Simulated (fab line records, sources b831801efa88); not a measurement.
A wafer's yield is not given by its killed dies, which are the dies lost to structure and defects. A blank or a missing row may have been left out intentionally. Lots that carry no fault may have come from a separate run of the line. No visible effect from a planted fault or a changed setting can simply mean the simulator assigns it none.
A struck lot beside a sound one + flow gf180mcu + 30 out of 602 route steps
Sound: the wafers L975.3, L975.5, L975.6. Struck: wafers L989.1, L989.5 (left out: L989.6, a lot-mate that was not struck); the cause follows at the end.
Order at every step that has rows: each side's tool, ch and its chambers, its first start. Under that, the readings that differ: sound wafers + struck wafers + difference of the means + sigmas: that difference in standard deviations of wafers without a fault.
alike: a reading whose means differ by less than 2 such deviations, as well as words and numbers matching on both sides. not compared: withheld readings; readings where some wafer has no value; bounds like >300 that might hide an equal value; numbers whose values overlap and for which the record gives no deviation.
A row with sigmas, a row that says differs or no value, or rows on one side alone: a step with any of these is where the two part. Numbers that don't overlap but have no deviation are shown without sigmas and don't part them. Lack of a reading on every wafer of one side parts them only where that side has two or more wafers.

first, 3 steps without rows for these wafers: GF_PSD_EXPOSE_04 (exposes mask Pplus, target cd 400 nm); GF_PSD_PEB_05; GF_PSD_DEVELOP_06 (develop time 60 s).
GF_PSD_CD_MEAS_07: target cd 400 nm.
  sound: cd-sem-01 at day 16 13:47; struck: cd-sem-02 at day 21 12:05
| reading    | sound             | struck      | difference | sigmas |
|------------|-------------------|-------------|------------|--------|
| cd-nm (nm) | 394.9 396.8 395.0 | 401.5 401.1 | +5.7       | +2     |
GF_PSD_OVL_MEAS_08:
  sound: overlay-02 at day 16 13:52; struck: overlay-02 at day 21 12:13
  alike: PSD_OVL
next, for these wafers, 1 step has no rows: GF_PSD_IMPLANT_09.
GF_PSD_STRIP_10: strips in O2/N2.
  sound on plasma-asher-03 ch 0,1, day 16 14:05; struck on plasma-asher-03 ch 0,1, day 21 12:23
  alike: drypump-motor-current-A, heater-power-w, oes-product-au, strip-time-to-endpoint-s
  not compared: rf-hours-counter-h
GF_PSD_TW_MEAS_11:
  sound: film-metro-01 at day 16 14:11; struck: film-metro-04 at day 21 12:29
  alike: PSD_TW
then, 1 step without rows for these wafers: GF_PSD_CLEAN_12 (cleans in SC1/SC2, time 150 s).
GF_PSD_RTA_13: time 20 s.
  sound on rtp-anneal-02 ch 0, day 16 14:18; struck on rtp-anneal-01 ch 0, day 21 12:36
| reading            | sound          | struck    | difference | sigmas |
|--------------------|----------------|-----------|------------|--------|
| lamp-power-pct (%) | 36.5 36.5 36.4 | 37.7 37.7 | +1.2       | +2     |
  alike: wafer_temp_C_max
GF_PSD_RS_MEAS_14: measurement is done with a four-point probe.
  sound: film-metro-04 at day 16 14:23; struck: film-metro-01 at day 21 12:41
| reading         | sound             | struck      | difference | sigmas |
|-----------------|-------------------|-------------|------------|--------|
| NSD_RS (ohm/sq) | 46.70 46.71 46.64 | 46.47 46.56 | -0.17      | -2     |
GF_PSD_RS_MEAS_15: measurement is done with a four-point probe.
  sound: film-metro-04 at day 16 14:31; struck: film-metro-01 at day 21 12:49
  alike: PSD_RS
GF_SAB_CVD_00: deposits SiO2 from TEOS, target thk 50 nm, time 4.9302 s.
  sound on pecvd-03 ch 0,1,2, day 16 14:35; struck on pecvd-03 ch 2, day 21 12:56
| reading                              | sound            | struck      | difference | sigmas |
|--------------------------------------|------------------|-------------|------------|--------|
| model.SiO2_of_SAB_CVD_00.thk-nm (nm) | 49.7 50.68 50.87 | 53.38 53.72 | +3.13      |        |
  alike: heater-power-w
GF_SAB_THK_MEAS_01:
  sound: film-metro-03 at day 16 14:38; struck: film-metro-04 at day 21 12:56
| reading             | sound          | struck    | difference | sigmas |
|---------------------|----------------|-----------|------------|--------|
| SAB_CVD_00_THK (nm) | 49.7 50.7 50.9 | 53.4 53.8 | +3.2       | +5     |
then, 7 steps without rows for these wafers: GF_SAB_DEHYDRATE_02 (time 60 s); GF_SAB_HMDS_03 (prime time 60 s); GF_SAB_COAT_04 (resist thk 1000 nm); GF_SAB_SOFTBAKE_05 (time 60 s); GF_SAB_EXPOSE_06 (exposes mask SAB, target cd 420 nm); GF_SAB_PEB_07; GF_SAB_DEVELOP_08 (develop time 58.63 s).
GF_SAB_CD_MEAS_09: target cd 420 nm.
  sound: cd-sem-01 at day 17 13:31; struck: cd-sem-02 at day 22 12:07
  alike: cd-nm
GF_SAB_OVL_MEAS_10:
  sound: overlay-01 at day 17 13:37; struck: overlay-02 at day 22 12:14
  alike: SAB_OVL
GF_SAB_ETCH_11: etches SiO2 in C4F8/O2/Ar, target depth 55 nm, time 8.5 s.
  sound on rie-diel-01 ch 0,3, day 17 13:38; struck on rie-diel-01 ch 2, day 22 12:17
  alike: oes-product-au
  not compared: rf-hours-counter-h
then, 1 step without rows for these wafers: GF_SAB_WET_ETCH_12 (etches SiO2 in dHF, target depth 22 nm, time 440 s).
GF_SAB_STRIP_13: strips in O2/N2.
  sound on plasma-asher-04 ch 0,1, day 17 13:49; struck on plasma-asher-03 ch 1, day 22 12:27
  alike: drypump-motor-current-A, heater-power-w, oes-product-au, strip-time-to-endpoint-s
  not compared: rf-hours-counter-h
then, 1 step without rows for these wafers: GF_SALICIDE_CLEAN_00 (cleans in SC1/SC2, time 150 s).
GF_SALICIDE_WET_ETCH_01: etches SiO2 in dHF, target depth 5 nm, time 100 s.
  sound on wet-bench-04 ch 3, day 17 13:56; struck on wet-bench-04 ch 1, day 22 12:36
| reading                              | sound             | struck      | difference | sigmas |
|--------------------------------------|-------------------|-------------|------------|--------|
| model.SiO2_of_SAB_CVD_00.thk-nm (nm) | 39.28 40.34 40.46 | 42.78 43.04 | +2.88      |        |
GF_SALICIDE_SPUTTER_02: material Co, target thk 10 nm, time 20 s.
  sound: pvd-sputter-04 at day 17 14:01; struck: pvd-sputter-04 at day 22 12:38
  alike: throttle-valve-pct
-- the record jumps here: 12 days lie between the struck wafers' starts before and after (it left off in module SALICIDE and takes up again in module PASSIVATION, whose first step shown is number 602 of the route) --
GF_PASSIVATION_PROBE_99:
  the record has rows for the struck wafers here (prober-01, day 34 10:52) and none for the sound ones

== WHERE THEY PART ==
Earliest at GF_PSD_CD_MEAS_07; latest, in this record, at GF_PASSIVATION_PROBE_99.

WHY: what had been put in by the simulator
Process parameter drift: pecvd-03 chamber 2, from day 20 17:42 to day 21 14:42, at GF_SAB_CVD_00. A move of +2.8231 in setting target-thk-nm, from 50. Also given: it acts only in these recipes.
